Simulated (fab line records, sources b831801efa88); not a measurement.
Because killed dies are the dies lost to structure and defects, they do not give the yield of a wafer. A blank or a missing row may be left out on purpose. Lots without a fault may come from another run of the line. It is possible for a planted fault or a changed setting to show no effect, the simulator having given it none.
A lot that was struck, set against a sound lot | flow sky130 | 43 out of 708 route steps
Sound: wafers L525.2, L525.3, L525.5. Struck: wafers L543.3, L543.5, L543.6. Last of all comes the cause.
Order at every step that has rows: each side's tool, ch and its chambers, its first start. Under that, the readings that differ: sound wafers | struck wafers | difference of the means | sigmas: that difference in standard deviations of wafers without a fault.
alike: readings with means less than 2 such deviations apart, plus words and numbers identical on both sides. not compared: withheld readings, readings lacking a value on some wafer, bounds such as >300 that could conceal the same value, and numbers that have no deviation in the record and whose values overlap.
A row with sigmas, a row that says differs or no value, or rows on one side alone: a step with any of these is where the two part. Non-overlapping numbers with no deviation appear without sigmas and do not part them. A reading that every wafer of one side lacks parts them only if that side has two wafers or more.

SKY_GATE_OXIDE_TW_MEAS_14:
  struck on filmMetro-02, day 20 18:40; sound on filmMetro-03, day 14 18:59
reading       | sound             | struck            | difference | sigmas
GATE_OXIDE_TW | 221.8 222.6 221.8 | 227.9 226.6 226.5 | +4.9       | +2
then, 3 steps without rows for these wafers: SKY_GATE_OXIDE_CLEAN_15 (cleans in SC1/SC2, time 150 s); SKY_GATE_OXIDE_OXIDATION_16 (stabilise 600 s, purge 300 s, target thk 3.57 nm); SKY_POLY_GATE_CVD_00 (deposits poly-Si, target thk 180 nm, time 720 s).
SKY_POLY_GATE_THK_MEAS_01:
  struck on filmMetro-02, day 20 22:06; sound on filmMetro-02, day 14 23:51
  alike: POLY_GATE_CVD_00_THK
then, 7 steps without rows for these wafers: SKY_RES_PROTECT_DEHYDRATE_00 (time 60 s); SKY_RES_PROTECT_HMDS_01 (prime time 60 s); SKY_RES_PROTECT_COAT_02 (resist thk 1140 nm); SKY_RES_PROTECT_SOFTBAKE_03 (time 60 s); SKY_RES_PROTECT_EXPOSE_04 (exposes mask RPM, target cd 1270 nm); SKY_RES_PROTECT_PEB_05; SKY_RES_PROTECT_DEVELOP_06 (develop time 60 s).
SKY_POLY_GATE_IMPLANT_02:
  sound on implanter-01 ch 0, day 16 02:14; struck on implanter-02 ch 0, day 22 03:58
  alike: faradayCurrentUA
SKY_RES_PROTECT_STRIP_07: strips in O2/N2.
  sound on plasmaAsher-04 ch 0, day 16 02:22; struck on plasmaAsher-03 ch 0,1, day 22 04:05
  alike: drypumpMotorCurrentA, oesProductAu, stripTimeToEndpointS
  not compared: rfHoursCounterH
SKY_RES_PROTECT_TW_MEAS_08:
  struck on filmMetro-03, day 22 04:11; sound on filmMetro-04, day 16 02:29
  alike: POLY_GATE_TW
then, 2 steps without rows for these wafers: SKY_RES_PROTECT_CLEAN_09 (cleans in SC1/SC2, time 150 s); SKY_POLY_GATE_CVD_03 (deposits Si3N4 from DCS/NH3, target thk 75 nm, time 1290 s).
SKY_POLY_GATE_THK_MEAS_04:
  struck on filmMetro-02, day 22 09:11; sound on filmMetro-03, day 16 03:57
  alike: POLY_GATE_CVD_03_THK
then, 8 steps without rows for these wafers: SKY_POLY_GATE_DEHYDRATE_05 (time 60 s); SKY_POLY_GATE_HMDS_06 (prime time 60 s); SKY_POLY_GATE_COAT_07 (resist thk 110 nm); SKY_POLY_GATE_COAT_08 (resist thk 450 nm); SKY_POLY_GATE_SOFTBAKE_09 (time 90 s); SKY_POLY_GATE_EXPOSE_10 (exposes mask P1M, target cd 150 nm); SKY_POLY_GATE_PEB_11; SKY_POLY_GATE_DEVELOP_12 (develop time 60 s).
SKY_POLY_GATE_CD_MEAS_13: the cd target is 150 nm.
  struck on cdSem-01, day 23 15:01; sound on cdSem-01, day 17 08:50
  alike: cdNm
SKY_POLY_GATE_OVL_MEAS_14:
  struck on overlay-02, day 23 15:06; sound on overlay-02, day 17 08:56
  alike: POLY_GATE_OVL
SKY_POLY_GATE_ETCH_15: etches BARC in N2/H2, stops on SiO2, time 118.5 s, target depth 110 nm.
  sound on rieDiel-04 ch 0,2,3, day 17 08:58; struck on rieDiel-04 ch 0,3, day 23 15:07
reading             | sound             | struck            | difference | sigmas
oesProductAu (a.u.) | 0.719 0.712 0.706 | 0.717 0.725 0.724 | +0.010     | +2
  alike: drypumpMotorCurrentA, throttleValvePct
  not compared: rfHoursCounterH
SKY_POLY_GATE_ETCH_16: etches Si3N4 in CH3F/O2, stops on poly-Si, time 147.5 s, target depth 75 nm.
  sound on rieDiel-04 ch 0,2,3, day 17 09:04; struck on rieDiel-04 ch 0,3, day 23 15:13
  alike: ch3fFlowSccm, drypumpMotorCurrentA, oesProductAu, throttleValvePct
  not compared: rfHoursCounterH
SKY_POLY_GATE_ETCH_17: etches poly-Si in HBr/Cl2, stops on SiO2, target depth 180 nm, time 70.5 s.
  sound on rieSi-02 ch 0,1,2, day 17 09:10; struck on rieSi-02 ch 1,2, day 23 15:18
  alike: drypumpMotorCurrentA, oesProductAu, throttleValvePct
  not compared: rfHoursCounterH
SKY_POLY_GATE_STRIP_18: strips in O2/N2.
  sound on plasmaAsher-01 ch 0,1, day 17 09:13; struck on plasmaAsher-02 ch 0,1, day 23 15:23
  alike: drypumpMotorCurrentA, oesProductAu, stripTimeToEndpointS
  not compared: rfHoursCounterH
then, 2 steps without rows for these wafers: SKY_POLY_GATE_CLEAN_19 (cleans in SC1/SC2, time 150 s); SKY_POLY_GATE_OXIDATION_20 (stabilise 600 s, purge 300 s, target thk 4 nm).
SKY_POLY_GATE_THK_MEAS_21:
  struck on filmMetro-01, day 23 16:47; sound on filmMetro-03, day 17 12:19
  alike: POLY_GATE_OXIDATION_THK
SKY_POLY_GATE_CD_MEAS_22:
  struck on cdSem-02, day 23 16:53; sound on cdSem-01, day 17 12:24
reading   | sound             | struck            | difference | sigmas
cdNm (nm) | 155.0 151.2 152.2 | 148.5 147.3 151.1 | -3.8       | -2
then, 6 steps without rows for these wafers: SKY_LDD_N_DEHYDRATE_00 (time 60 s); SKY_LDD_N_HMDS_01 (prime time 60 s); SKY_LDD_N_COAT_02 (resist thk 300 nm); SKY_LDD_N_SOFTBAKE_03 (time 60 s); SKY_LDD_N_EXPOSE_04 (exposes mask NTM, target cd 840 nm); SKY_LDD_N_PEB_05.
-- here the record skips 27 days between the struck wafers' starts before and after, leaving off in module LDD_N and picking up in module PAD_OPEN (first step shown: number 708 of the route) --
SKY_PAD_OPEN_PROBE_99:
  struck on prober-02, day 50 08:47; sound on prober-02, day 46 12:04
reading                                  | sound                  | struck              | difference | sigmas
model.etest.resPoly.rsOhmSqRimLessCentre | 0.0223 0.07728 -0.7519 | -2.63 -2.556 -2.612 | -2.38      | 
model.etest.resPoly.rsOhmSqRange         | 0.7378 1.274 1.898     | 2.716 2.608 3.006   | +1.473     | 
  alike: killed_at_M0_to_M3, killed_at_M4_up, killedAtContacts, killedAtFrontEnd, killedDies, killedOpen, killedShort
  not compared: model.etest.liconPoly.rcOhm, model.etest.resPoly.rsOhmSq

WHERE THEY PART
At SKY_GATE_OXIDE_TW_MEAS_14 first; at SKY_POLY_GATE_CD_MEAS_22 last (within this record only). Later steps at which nothing parts them and some readings are alike: SKY_PAD_OPEN_PROBE_99.

WHY: the cause the simulator had injected
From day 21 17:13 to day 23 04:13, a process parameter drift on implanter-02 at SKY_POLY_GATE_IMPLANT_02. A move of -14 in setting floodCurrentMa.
